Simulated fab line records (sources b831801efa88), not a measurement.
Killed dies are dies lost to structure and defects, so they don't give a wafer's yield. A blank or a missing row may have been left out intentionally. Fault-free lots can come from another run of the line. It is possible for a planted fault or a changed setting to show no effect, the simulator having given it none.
Which tool did it? || flow gf180mcu || 13 lots with 39 wafers sampled at 2 steps, on a route of 602 steps

WHAT THE GAUGES SHOWED, per wafer
GF_M1_CD_MEAS_14 targets a cd of 230 nm. Usual: cdNm at 230.0 nm, with a standard deviation of 1.4.
{"lot": "L167", "measured": "day 18 00:36", "on": "cdSem-01", "cdNm (nm)": "229.9 231.5 229.3", "flag": ""}
{"lot": "L170", "measured": "day 18 19:11", "on": "cdSem-01", "cdNm (nm)": "231.2 229.8 229.5", "flag": ""}
{"lot": "L172", "measured": "day 19 05:20", "on": "cdSem-01", "cdNm (nm)": "233.2 232.4 231.2", "flag": ""}
{"lot": "L173", "measured": "day 19 22:08", "on": "cdSem-01", "cdNm (nm)": "229.2 230.0 228.8", "flag": ""}
{"lot": "L174", "measured": "day 20 03:32", "on": "cdSem-01", "cdNm (nm)": "230.2 229.4 230.4", "flag": ""}
{"lot": "L175", "measured": "day 20 11:37", "on": "cdSem-02", "cdNm (nm)": "229.7 229.7 229.5", "flag": ""}
{"lot": "L177", "measured": "day 21 06:11", "on": "cdSem-02", "cdNm (nm)": "231.0 230.9 230.9", "flag": ""}
{"lot": "L184", "measured": "day 23 18:54", "on": "cdSem-02", "cdNm (nm)": "228.4 229.3 229.1", "flag": ""}
{"lot": "L185", "measured": "day 24 06:13", "on": "cdSem-01", "cdNm (nm)": "230.1 228.4 229.1", "flag": ""}
{"lot": "L186", "measured": "day 24 09:52", "on": "cdSem-01", "cdNm (nm)": "229.2 230.3 229.5", "flag": ""}
{"lot": "L187", "measured": "day 24 12:01", "on": "cdSem-02", "cdNm (nm)": "232.2 231.2 231.6", "flag": ""}
{"lot": "L188", "measured": "day 24 15:59", "on": "cdSem-01", "cdNm (nm)": "230.3 229.1 230.0", "flag": ""}
{"lot": "L189", "measured": "day 25 05:23", "on": "cdSem-02", "cdNm (nm)": "231.7 231.7 230.8", "flag": ""}

GF_V1_BOW_MEAS_05. Usual: V1_BOW gives 81 um (standard deviation 7).
{"lot": "L167", "measured": "day 18 01:59", "on": "filmMetro-04", "V1_BOW (um)": "97 74 89", "flag": ""}
{"lot": "L170", "measured": "day 18 20:41", "on": "filmMetro-04", "V1_BOW (um)": "81 89 88", "flag": ""}
{"lot": "L172", "measured": "day 19 06:43", "on": "filmMetro-04", "V1_BOW (um)": "83 83 80", "flag": ""}
{"lot": "L173", "measured": "day 19 23:31", "on": "filmMetro-04", "V1_BOW (um)": "76 66 82", "flag": ""}
{"lot": "L174", "measured": "day 20 04:55", "on": "filmMetro-04", "V1_BOW (um)": "82 69 71", "flag": ""}
{"lot": "L175", "measured": "day 20 13:02", "on": "filmMetro-02", "V1_BOW (um)": "89 88 83", "flag": ""}
{"lot": "L177", "measured": "day 21 07:35", "on": "filmMetro-02", "V1_BOW (um)": "80 83 76", "flag": ""}
{"lot": "L184", "measured": "day 23 20:35", "on": "filmMetro-01", "V1_BOW (um)": "90 83 78", "flag": ""}
{"lot": "L185", "measured": "day 24 07:35", "on": "filmMetro-01", "V1_BOW (um)": "93 75 86", "flag": ""}
{"lot": "L186", "measured": "day 24 11:22", "on": "filmMetro-01", "V1_BOW (um)": "74 80 66", "flag": ""}
{"lot": "L187", "measured": "day 24 13:25", "on": "filmMetro-04", "V1_BOW (um)": "83 83 85", "flag": ""}
{"lot": "L188", "measured": "day 24 17:24", "on": "filmMetro-04", "V1_BOW (um)": "74 75 84", "flag": ""}
{"lot": "L189", "measured": "day 25 06:56", "on": "filmMetro-01", "V1_BOW (um)": "89 77 75", "flag": ""}

EACH LOT AND THE TOOL THAT RAN IT (in order: tool; ch and the chambers of the sampled wafers; start)
The record shows no process step preceding these readings.

AS READ BY THE TOOLS THEMSELVES (means over the sampled wafers that have a number; for cases with no such wafer, the mark the record gives instead)
The record holds no such reading with a usual standard deviation.

THE ANSWER, worked out from the rows above alone
Rule: a lot is off if the mean of its wafers that have a number lies more than 3 standard deviations from the usual mean. A lot without any number at a reading at which 4 lots or more have one is off too. Any other lot the step has rows for is counted as sound. First the gauges in route order, then the tools' own readings, where a lot's mean is used as printed above. At the first step where some lot is off, the reading lying furthest off is the one used; lots without a number count as furthest.
None of the lots is off at any reading shown; this tells nothing.

WHAT WAS PUT IN BY THE SIMULATOR
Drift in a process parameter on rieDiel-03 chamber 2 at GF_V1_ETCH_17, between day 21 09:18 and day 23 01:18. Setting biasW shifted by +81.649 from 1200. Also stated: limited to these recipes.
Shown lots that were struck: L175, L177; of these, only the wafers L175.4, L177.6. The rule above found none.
